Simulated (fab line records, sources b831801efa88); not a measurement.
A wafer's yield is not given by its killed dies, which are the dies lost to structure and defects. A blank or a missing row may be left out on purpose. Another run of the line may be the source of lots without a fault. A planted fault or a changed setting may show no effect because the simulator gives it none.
Comparing a struck lot with a sound one | flow sky130 | 15 out of 708 route steps
Sound: the wafers L204.4, L204.5, L204.6. Struck: wafers L222.1, L222.3, L222.6. At the end, the cause is stated.
Order at every step that has rows: each side's tool, ch and its chambers, its first start. Under that, the readings that differ: sound wafers | struck wafers | difference of the means | sigmas: that difference in standard deviations of wafers without a fault.
alike: words and numbers the same on both sides, and readings whose means are apart by under 2 such deviations; not compared: readings that were withheld, readings missing a value for some wafer, numbers with overlapping values and no deviation given by the record, and bounds like >300 which may hide the same value.
The two part at a step that has a row with sigmas, a row that says differs or no value, or rows on one side only. Non-overlapping numbers with no deviation appear without sigmas and do not part them. A reading missing from all wafers of one side parts the sides only when that side holds two or more wafers.

first, 8 steps without rows for these wafers: SKY_POLY_GATE_DEHYDRATE_05 (time 60 s); SKY_POLY_GATE_HMDS_06 (prime time 60 s); SKY_POLY_GATE_COAT_07 (resist thk 110 nm); SKY_POLY_GATE_COAT_08 (resist thk 450 nm); SKY_POLY_GATE_SOFTBAKE_09 (time 90 s); SKY_POLY_GATE_EXPOSE_10 (exposes mask P1M, target cd 150 nm); SKY_POLY_GATE_PEB_11; SKY_POLY_GATE_DEVELOP_12 (develop time 60 s).
SKY_POLY_GATE_CD_MEAS_13: target cd 150 nm.
  struck on cd_sem-01, day 23 23:07; sound on cd_sem-01, day 17 15:30
  reading    | sound             | struck            | difference | sigmas
  cd_nm (nm) | 148.7 147.7 146.9 | 150.3 151.6 151.0 | +3.2       | +2
SKY_POLY_GATE_OVL_MEAS_14:
  struck on overlay-02, day 23 23:14; sound on overlay-01, day 17 15:35
  reading            | sound    | struck | difference | sigmas
  POLY_GATE_OVL (nm) | -3 -2 -3 | 5 13 7 | +11        | +2
SKY_POLY_GATE_ETCH_15: etches BARC in N2/H2, stops on SiO2, time 118.5 s, target depth 110 nm.
  sound on rie_diel-03 ch 1,2, day 17 15:36; struck on rie_diel-04 ch 0,2,3, day 23 23:16
  alike: bias_w, chamber_pressure_mTorr, drypump_motor_current_A, oes_product_au, throttle_valve_pct
  not compared: rf_hours_counter_h
SKY_POLY_GATE_ETCH_16: etches Si3N4 in CH3F/O2, stops on poly-Si, time 147.5 s, target depth 75 nm.
  sound on rie_diel-03 ch 1,2, day 17 15:41; struck on rie_diel-04 ch 0,2,3, day 23 23:21
  alike: O2_flow_sccm, bias_w, drypump_motor_current_A, oes_product_au, throttle_valve_pct
  not compared: rf_hours_counter_h
SKY_POLY_GATE_ETCH_17: etches poly-Si in HBr/Cl2, stops on SiO2, target depth 180 nm, time 70.5 s.
  sound on rie_si-01 ch 0,3, day 17 15:47; struck on rie_si-02 ch 0,1,2, day 23 23:27
  no value came back on the struck wafers for any of 5 readings (HBr_flow_sccm (sccm), bias_w (W) and others); on the sound wafers HBr_flow_sccm (sccm) reads 151.0 149.7 150.6
  reading                                          | sound           | struck            | difference | sigmas
  model.KrF-thick_of_POLY_GATE_COAT_08.thk_nm (nm) | 138.1 137 135.4 | 233.6 240.4 235.3 | +99.6      |
  not compared: rf_hours_counter_h
SKY_POLY_GATE_STRIP_18: strips in O2/N2.
  sound on plasma_asher-01 ch 0,1, day 17 15:52; struck on plasma_asher-01 ch 0,1, day 23 23:30
  reading                      | sound             | struck            | difference | sigmas
  oes_product_au (a.u.)        | 0.363 0.363 0.360 | 0.398 0.407 0.400 | +0.040     | +7
  strip_time_to_endpoint_s (s) | 3.14 3.14 3.09    | 4.17 4.26 4.21    | +1.09      | +18
  alike: drypump_motor_current_A
  not compared: rf_hours_counter_h
then, 1 step without rows for these wafers: SKY_POLY_GATE_CLEAN_19 (cleans in SC1/SC2, time 150 s).

## WHERE THEY PART
Earliest at SKY_POLY_GATE_CD_MEAS_13; latest, in this record, at SKY_POLY_GATE_STRIP_18.

WHY: what the simulator had put in
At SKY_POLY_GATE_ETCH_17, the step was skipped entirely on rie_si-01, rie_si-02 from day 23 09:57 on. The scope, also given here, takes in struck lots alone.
